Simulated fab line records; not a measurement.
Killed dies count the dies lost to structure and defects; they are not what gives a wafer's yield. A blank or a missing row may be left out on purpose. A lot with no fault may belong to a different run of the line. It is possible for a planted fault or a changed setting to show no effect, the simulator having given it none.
fab line records | flow sky130
record: lots: 13 | wafers: 39 | lastDay: 51
route steps=708 shown NWELL@81 VT_ADJUST_HVTP@95 VT_ADJUST_PCH@147
lots that met no fault: taken from a fault-free run of the same line
startH: start of the lot's first displayed wafer, in hours after the record's first day | waitH: hours elapsed since this lot's preceding step | " unchanged from the row above | L1.1+2: one row covering several wafers at once | - no value, or no start given | * or withheld: withheld | < > ~ a bound
route shown NAME@n: NAME is a module with steps in the file, n the number in the route of the first one | usual: mean/standard deviation of fault-free wafers | same: alike in all rows | chamber/n: place in a boat | sites: each site's reading | _std_site: the standard deviation of these | _edge_site: mean of outer sites minus mean of inner sites | radiusMm: how far each site lies from the wafer's centre | mask NAME#n: copy n | behind: tool/chamber where the wafer was last shaped | hold: the reason the lot was held/the length of the hold in hours/how it ended | device: transistor that didn't switch, given as n, p or np | end of line: tests of these same wafers at the route's end | a step given without rows: its recipe and nothing more | killed: the dies lost at the first sort to structure and to defects; this is not the yield of the wafer | map: shows each die of a wafer: x if killed, . if not, _ if none is there
set.NAME: the run value of the setting; set.NAME@STEP: its run value at that earlier step | model.NAME: the simulator's own value behind a step, which no gauge read
route steps across a sampled set of lots; one table per step, one row per wafer
services: when a tool's chamber went out of use (startH, in hours from the record's first day, below 0 if earlier), for how many hours, and the reason
== steps ==
step: SKY_NWELL_RTA_28
recipe: tempC: 1050 | timeS: 30 | idleTempC: 650 | rampUpCPerS: 150 | rampDownCPerS: 90 | ambient: N2
usual: lampPowerPct: 25.31/0.047 | wafer_temp_C_max: 1054.7/0.96
lot.wafer | tool         | chamber | startH | waitH | lampPowerPct | wafer_temp_C_max
L581.2    | rtpAnneal-02 | 0       | 126.73 | 0.0   | 25.34        | 1053.5
L581.3    | "            | 0       | "      | "     | 25.31        | 1054.5
L581.6    | "            | 0       | "      | "     | 25.30        | 1055.1
L583.1    | rtpAnneal-02 | 0       | 128.01 | 0.0   | 25.26        | 1054.0
L583.4    | "            | 0       | "      | "     | 25.29        | 1055.2
L583.5    | "            | 0       | "      | "     | 25.34        | 1054.2
L584.2    | rtpAnneal-02 | 0       | 131.28 | 0.0   | 25.33        | 1055.1
L584.4    | "            | 0       | "      | "     | 25.33        | 1056.0
L584.5    | "            | 0       | "      | "     | 25.29        | 1053.8
L587.1    | rtpAnneal-02 | 0       | 149.85 | 0.0   | 25.39        | 1053.5
L587.3    | "            | 0       | "      | "     | 25.35        | 1054.3
L587.6    | "            | 0       | "      | "     | 25.32        | 1053.6
L590.3    | rtpAnneal-01 | 0       | 159.34 | 0.0   | 25.30        | 1055.1
L590.4    | "            | 0       | "      | "     | 25.28        | 1053.8
L590.6    | "            | 0       | "      | "     | 25.44        | 1054.6
L594.1    | rtpAnneal-02 | 0       | 186.21 | 0.0   | 25.22        | 1055.3
L594.3    | "            | 0       | "      | "     | 25.20        | 1054.9
L594.6    | "            | 0       | "      | "     | 25.27        | 1054.6
L596.1    | rtpAnneal-02 | 0       | 202.80 | 0.0   | 25.30        | 1054.7
L596.3    | "            | 0       | "      | "     | 25.26        | 1056.0
L596.4    | "            | 0       | "      | "     | 25.18        | 1053.6
L597.3    | rtpAnneal-01 | 0       | 207.75 | 0.0   | 25.31        | 1056.7
L597.5    | "            | 0       | "      | "     | 25.31        | 1054.0
L597.6    | "            | 0       | "      | "     | 25.28        | 1054.4
L598.3    | rtpAnneal-02 | 0       | 209.04 | 0.0   | 25.36        | 1056.4
L598.4    | "            | 0       | "      | "     | 25.35        | 1054.9
L598.6    | "            | 0       | "      | "     | 25.36        | 1055.0
L599.1    | rtpAnneal-01 | 0       | 218.96 | 0.0   | 25.40        | 1055.0
L599.2    | "            | 0       | "      | "     | 25.21        | 1053.9
L599.3    | "            | 0       | "      | "     | 25.39        | 1054.6
L601.1    | rtpAnneal-02 | 0       | 253.31 | 0.0   | 25.23        | 1054.0
L601.3    | "            | 0       | "      | "     | 25.38        | 1054.5
L601.6    | "            | 0       | "      | "     | 25.24        | 1054.3
L602.1    | rtpAnneal-01 | 0       | 263.62 | 0.0   | 25.28        | 1055.1
L602.3    | "            | 0       | "      | "     | 25.29        | 1054.2
L602.4    | "            | 0       | "      | "     | 25.35        | 1053.9
L603.1    | rtpAnneal-02 | 0       | 263.96 | 0.0   | 25.28        | 1057.9
L603.2    | "            | 0       | "      | "     | 25.33        | 1055.2
L603.4    | "            | 0       | "      | "     | 25.28        | 1054.3
step: SKY_VT_ADJUST_HVTP_STRIP_10
recipe: chemistry: O2/N2 | powerW: 1400 | pressureMtorr: 1562 | platenTempC: withheld | o2FlowSccm: 3000 | n2FlowSccm: 300 | overashFraction: 0.5
usual: drypumpMotorCurrentA: 5.7/0.47 | oesProductAu: 0.720/0.0047 | stripTimeToEndpointS: 14.01/0.043
lot.wafer | tool           | chamber | startH | waitH | drypumpMotorCurrentA | oesProductAu | rfHoursCounterH | stripTimeToEndpointS
L581.2    | plasmaAsher-03 | 1       | 146.17 | 0.1   | 5.5                  | 0.722        | 34              | 14.05
L581.3    | "              | 0       | "      | "     | 6.5                  | 0.724        | -               | 14.00
L581.6    | "              | 1       | "      | "     | 5.5                  | 0.725        | -               | 13.97
L583.1    | plasmaAsher-02 | 0       | 147.42 | 0.1   | 5.7                  | 0.718        | 3               | 13.99
L583.4    | "              | 1       | "      | "     | 4.9                  | 0.719        | -               | 14.00
L583.5    | "              | 0       | "      | "     | 5.7                  | 0.729        | -               | 13.98
L584.2    | plasmaAsher-02 | 0       | 150.38 | 0.1   | 5.7                  | 0.726        | 3               | 14.07
L584.4    | "              | 0       | "      | "     | 5.7                  | 0.722        | -               | 14.04
L584.5    | "              | 0       | "      | "     | 5.7                  | 0.720        | -               | 14.05
L587.1    | plasmaAsher-01 | 0       | 169.22 | 0.1   | 5.5                  | 0.719        | 47              | 14.00
L587.3    | "              | 1       | "      | "     | 5.9                  | 0.724        | -               | 14.00
L587.6    | "              | 1       | "      | "     | 5.9                  | 0.721        | -               | 13.99
L590.3    | plasmaAsher-02 | 0       | 178.20 | 0.1   | 5.7                  | 0.717        | -               | 14.01
L590.4    | "              | 1       | "      | "     | 4.9                  | 0.721        | -               | 14.02
L590.6    | "              | 1       | "      | "     | 4.9                  | 0.724        | -               | 14.02
L594.1    | plasmaAsher-02 | 0       | 208.56 | 0.1   | 5.7                  | 0.717        | 9               | 14.00
L594.3    | "              | 0       | "      | "     | 5.7                  | 0.726        | -               | 14.00
L594.6    | "              | 1       | "      | "     | 4.9                  | 0.721        | -               | 13.99
L596.1    | plasmaAsher-03 | 1       | 224.88 | 0.1   | 5.5                  | 0.723        | 43              | 14.03
L596.3    | "              | 1       | "      | "     | 5.5                  | 0.727        | -               | 14.02
L596.4    | "              | 0       | "      | "     | 6.5                  | 0.729        | -               | 14.05
L597.3    | plasmaAsher-02 | 1       | 230.95 | 0.1   | 4.9                  | 0.723        | -               | 13.97
L597.5    | "              | 1       | "      | "     | 4.9                  | 0.721        | -               | 13.98
L597.6    | "              | 0       | "      | "     | 5.8                  | 0.721        | -               | 13.95
L598.3    | plasmaAsher-01 | 1       | 231.95 | 0.1   | 5.9                  | 0.723        | -               | 14.04
L598.4    | "              | 0       | "      | "     | 5.5                  | 0.727        | -               | 14.05
L598.6    | "              | 1       | "      | "     | 5.9                  | 0.721        | -               | 14.03
L599.1    | plasmaAsher-03 | 1       | 243.08 | 0.1   | 5.5                  | 0.720        | 45              | 14.01
L599.2    | "              | 0       | "      | "     | 6.5                  | 0.717        | 45              | 14.00
L599.3    | "              | 0       | "      | "     | 6.5                  | 0.717        | -               | 14.02
L601.1    | plasmaAsher-01 | 1       | 277.41 | 0.1   | 5.9                  | 0.713        | 56              | 13.98
L601.3    | "              | 1       | "      | "     | 5.9                  | 0.712        | -               | 14.00
L601.6    | "              | 0       | "      | "     | 5.5                  | 0.717        | -               | 13.99
L602.1    | plasmaAsher-01 | 0       | 287.92 | 0.1   | 5.5                  | 0.730        | 57              | 14.02
L602.3    | "              | 0       | "      | "     | 5.5                  | 0.717        | -               | 14.01
L602.4    | "              | 1       | "      | "     | 5.9                  | 0.720        | -               | 14.06
L603.1    | plasmaAsher-01 | 1       | 288.98 | 0.1   | 5.9                  | 0.729        | 57              | 14.09
L603.2    | "              | 0       | "      | "     | 5.5                  | 0.722        | 57              | 14.10
L603.4    | "              | 1       | "      | "     | 5.9                  | 0.723        | -               | 14.06
step: SKY_VT_ADJUST_HVTP_TW_MEAS_11
usual: VT_ADJUST_HVTP_TW: 1357/13
lot.wafer | tool         | chamber | startH | waitH | VT_ADJUST_HVTP_TW
L581.2    | filmMetro-02 | -       | 146.28 | 0.1   | 1388
L581.3    | "            | -       | "      | "     | 1382
L581.6    | "            | -       | "      | "     | 1388
L583.1    | filmMetro-04 | -       | 147.52 | 0.1   | 1357
L583.4    | "            | -       | "      | "     | 1350
L583.5    | "            | -       | "      | "     | 1346
L584.2    | filmMetro-04 | -       | 150.49 | 0.1   | 1347
L584.4    | "            | -       | "      | "     | 1350
L584.5    | "            | -       | "      | "     | 1344
L587.1    | filmMetro-01 | -       | 169.32 | 0.1   | 1367
L587.3    | "            | -       | "      | "     | 1365
L587.6    | "            | -       | "      | "     | 1361
L590.3    | filmMetro-01 | -       | 178.28 | 0.1   | 1371
L590.4    | "            | -       | "      | "     | 1363
L590.6    | "            | -       | "      | "     | 1365
L594.1    | filmMetro-04 | -       | 208.66 | 0.1   | 1354
L594.3    | "            | -       | "      | "     | 1350
L594.6    | "            | -       | "      | "     | 1353
L596.1    | filmMetro-01 | -       | 224.98 | 0.1   | 1364
L596.3    | "            | -       | "      | "     | 1359
L596.4    | "            | -       | "      | "     | 1357
L597.3    | filmMetro-04 | -       | 231.03 | 0.1   | 1347
L597.5    | "            | -       | "      | "     | 1352
L597.6    | "            | -       | "      | "     | 1346
L598.3    | filmMetro-02 | -       | 232.03 | 0.1   | 1379
L598.4    | "            | -       | "      | "     | 1386
L598.6    | "            | -       | "      | "     | 1387
L599.1    | filmMetro-04 | -       | 243.18 | 0.1   | 1352
L599.2    | "            | -       | "      | "     | 1354
L599.3    | "            | -       | "      | "     | 1360
L601.1    | filmMetro-01 | -       | 277.51 | 0.1   | 1360
L601.3    | "            | -       | "      | "     | 1365
L601.6    | "            | -       | "      | "     | 1362
L602.1    | filmMetro-04 | -       | 288.02 | 0.1   | 1348
L602.3    | "            | -       | "      | "     | 1348
L602.4    | "            | -       | "      | "     | 1343
L603.1    | filmMetro-04 | -       | 289.08 | 0.1   | 1347
L603.2    | "            | -       | "      | "     | 1342
L603.4    | "            | -       | "      | "     | 1341
step: SKY_VT_ADJUST_PCH_EXPOSE_04
recipe: maskId: NWM | na: 0.6 | sourceShape: conventional | sigmaOuter: 0.6 | polarization: unpolarized | targetCdNm: 840 | doseMj: 255
same: sigmaOuter: 0.6
lot.wafer  | tool            | chamber | startH | waitH | mask
L581.2+3+6 | ilineStepper-01 | 0       | 239.77 | -     | NWM#0
L583.1+4+5 | ilineStepper-01 | 0       | 240.61 | -     | NWM#0
L584.2+4+5 | ilineStepper-02 | 0       | 246.34 | -     | NWM#0
L587.1+3+6 | ilineStepper-01 | 0       | 269.91 | -     | HVTRM#0
L590.3+4+6 | ilineStepper-02 | 0       | 280.72 | -     | NWM#0
L594.1+3+6 | ilineStepper-01 | 0       | 317.00 | -     | NWM#0
L596.1+3+4 | ilineStepper-01 | 0       | 336.68 | -     | NWM#0
L597.3+5+6 | ilineStepper-01 | 0       | 345.00 | -     | NWM#0
L598.3+4+6 | ilineStepper-02 | 0       | 345.47 | -     | NWM#0
L599.1+2+3 | ilineStepper-02 | 0       | 359.70 | -     | NWM#0
L601.1+3+6 | ilineStepper-01 | 0       | 398.92 | -     | NWM#0
L602.1+3+4 | ilineStepper-02 | 0       | 412.08 | -     | NWM#0
L603.1+2+4 | ilineStepper-02 | 0       | 412.91 | -     | NWM#0
step: SKY_VT_ADJUST_PCH_OVL_MEAS_07
usual: VT_ADJUST_PCH_OVL: 1.5/1.4
lot.wafer | tool       | chamber | startH | waitH | VT_ADJUST_PCH_OVL[nm]
L581.2    | overlay-01 | -       | 252.56 | -     | -1.1
L581.3    | "          | -       | "      | "     | -1.5
L581.6    | "          | -       | "      | "     | 0.2
L583.1    | overlay-02 | -       | 253.26 | -     | 2.1
L583.4    | "          | -       | "      | "     | 0.6
L583.5    | "          | -       | "      | "     | 0.1
L584.2    | overlay-02 | -       | 258.33 | -     | 4.2
L584.4    | "          | -       | "      | "     | 1.5
L584.5    | "          | -       | "      | "     | 1.5
L587.1    | overlay-02 | -       | 282.36 | -     | -
L587.3    | "          | -       | "      | "     | -
L587.6    | "          | -       | "      | "     | -
L590.3    | overlay-01 | -       | 292.33 | -     | 1.5
L590.4    | "          | -       | "      | "     | 3.0
L590.6    | "          | -       | "      | "     | 2.2
L594.1    | overlay-01 | -       | 330.21 | -     | 0.6
L594.3    | "          | -       | "      | "     | 1.7
L594.6    | "          | -       | "      | "     | 1.2
L596.1    | overlay-02 | -       | 349.76 | -     | 3.4
L596.3    | "          | -       | "      | "     | 1.7
L596.4    | "          | -       | "      | "     | 1.1
L597.3    | overlay-01 | -       | 358.32 | -     | -0.4
L597.5    | "          | -       | "      | "     | 1.3
L597.6    | "          | -       | "      | "     | 2.7
L598.3    | overlay-01 | -       | 359.27 | -     | 0.9
L598.4    | "          | -       | "      | "     | -0.4
L598.6    | "          | -       | "      | "     | 2.0
L599.1    | overlay-02 | -       | 373.41 | -     | 1.2
L599.2    | "          | -       | "      | "     | 2.8
L599.3    | "          | -       | "      | "     | 3.0
L601.1    | overlay-02 | -       | 413.51 | -     | -0.5
L601.3    | "          | -       | "      | "     | -1.7
L601.6    | "          | -       | "      | "     | 0.9
L602.1    | overlay-01 | -       | 427.61 | -     | 4.5
L602.3    | "          | -       | "      | "     | 3.4
L602.4    | "          | -       | "      | "     | 2.3
L603.1    | overlay-01 | -       | 427.96 | -     | 1.2
L603.2    | "          | -       | "      | "     | 2.8
L603.4    | "          | -       | "      | "     | -0.1
step: SKY_VT_ADJUST_PCH_TW_MEAS_10
usual: VT_ADJUST_PCH_TW: 143.8/1.5
lot.wafer | tool         | chamber | startH | waitH | VT_ADJUST_PCH_TW
L581.2    | filmMetro-01 | -       | 252.85 | 0.1   | 144.2
L581.3    | "            | -       | "      | "     | 144.2
L581.6    | "            | -       | "      | "     | 143.5
L583.1    | filmMetro-01 | -       | 253.54 | 0.1   | 144.2
L583.4    | "            | -       | "      | "     | 143.8
L583.5    | "            | -       | "      | "     | 143.5
L584.2    | filmMetro-02 | -       | 258.62 | 0.1   | 145.5
L584.4    | "            | -       | "      | "     | 145.2
L584.5    | "            | -       | "      | "     | 145.5
L587.1    | filmMetro-04 | -       | 282.65 | 0.1   | 29.9
L587.3    | "            | -       | "      | "     | 29.8
L587.6    | "            | -       | "      | "     | 29.9
L590.3    | filmMetro-01 | -       | 292.63 | 0.1   | 143.5
L590.4    | "            | -       | "      | "     | 143.6
L590.6    | "            | -       | "      | "     | 143.5
L594.1    | filmMetro-04 | -       | 330.55 | 0.1   | 141.0
L594.3    | "            | -       | "      | "     | 141.7
L594.6    | "            | -       | "      | "     | 142.5
L596.1    | filmMetro-02 | -       | 350.04 | 0.1   | 145.9
L596.3    | "            | -       | "      | "     | 145.9
L596.4    | "            | -       | "      | "     | 145.7
L597.3    | filmMetro-01 | -       | 358.61 | 0.1   | 144.0
L597.5    | "            | -       | "      | "     | 143.2
L597.6    | "            | -       | "      | "     | 143.5
L598.3    | filmMetro-02 | -       | 359.56 | 0.1   | 146.2
L598.4    | "            | -       | "      | "     | 145.9
L598.6    | "            | -       | "      | "     | 146.0
L599.1    | filmMetro-01 | -       | 373.69 | 0.1   | 143.6
L599.2    | "            | -       | "      | "     | 143.7
L599.3    | "            | -       | "      | "     | 144.1
L601.1    | filmMetro-01 | -       | 413.79 | 0.1   | 144.5
L601.3    | "            | -       | "      | "     | 144.9
L601.6    | "            | -       | "      | "     | 144.1
L602.1    | filmMetro-01 | -       | 427.89 | 0.1   | 144.9
L602.3    | "            | -       | "      | "     | 144.5
L602.4    | "            | -       | "      | "     | 144.0
L603.1    | filmMetro-04 | -       | 428.24 | 0.1   | 141.7
L603.2    | "            | -       | "      | "     | 142.3
L603.4    | "            | -       | "      | "     | 141.9
== services ==
tool            | chamber | startH | hours | kind
plasmaAsher-02  | -       | 108.75 | 9.0   | pm
plasmaAsher-02  | 0       | 108.75 | 9.0   | ventCycle
plasmaAsher-02  | 1       | 108.75 | 9.0   | ventCycle
plasmaAsher-03  | -       | 114.12 | 0.9   | repair
plasmaAsher-02  | 0       | 117.75 | -     | clean
plasmaAsher-02  | 1       | 117.75 | -     | clean
ilineStepper-01 | 0       | 139.05 | -     | calibration
ilineStepper-02 | -       | 141.93 | 1.9   | repair
plasmaAsher-02  | -       | 143.48 | 1.0   | repair
plasmaAsher-01  | -       | 193.14 | 4.3   | pm
plasmaAsher-01  | -       | 199.96 | 8.8   | repair
plasmaAsher-03  | -       | 207.13 | 0.5   | repair
plasmaAsher-01  | -       | 207.85 | 0.4   | repair
ilineStepper-01 | -       | 209.06 | 1.7   | pm
rtpAnneal-01    | -       | 253.49 | 0.4   | repair
rtpAnneal-01    | -       | 283.86 | 1.2   | pm
plasmaAsher-03  | -       | 287.53 | 2.8   | pm
ilineStepper-02 | -       | 289.66 | 1.7   | pm
plasmaAsher-03  | -       | 299.26 | 14.6  | pm
ilineStepper-02 | 0       | 314.90 | -     | calibration
rtpAnneal-01    | -       | 318.02 | 5.4   | pm
ilineStepper-01 | 0       | 348.37 | -     | calibration
ilineStepper-02 | -       | 348.80 | 1.1   | repair
ilineStepper-02 | -       | 380.51 | 1.7   | repair
== key ==
firstSign: step: SKY_VT_ADJUST_PCH_EXPOSE_04 | reading: mask | direction: changed
effect: step: SKY_VT_ADJUST_PCH_OVL_MEAS_07 | reading: VT_ADJUST_PCH_OVL | direction: missing
effect: step: SKY_VT_ADJUST_PCH_TW_MEAS_10 | reading: VT_ADJUST_PCH_TW | direction: down | sigmas: 77 | usual: 143.8 | struck: 29.9
metAt SKY_VT_ADJUST_PCH_EXPOSE_04
struckLots L587
sortLeftOut L587.1,L587.3,L587.6
testerLeftOut L587
notActingAt SKY_NWELL_RTA_28,SKY_VT_ADJUST_HVTP_STRIP_10,SKY_VT_ADJUST_HVTP_TW_MEAS_11
onsetBetween 240.61 269.91
fault: kind: wrongMask | tool: any | chamber: - | onsetH: 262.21 | steps: SKY_VT_ADJUST_PCH_EXPOSE_04 | auxCopy: HVTRM#0 | scope: struckLotsOnly
testerLeftOut: of these lots the tester's yield and bins aren't shown, on N5 and GAA mostly nor the transistor test; their killed dies are dies lost to structure and defects alone, not to doping, threshold or leakage, so they don't give the yield
sortLeftOut: the simulated sort isn't trusted on such a fault, so these wafers' sort isn't shown, and their yield isn't known
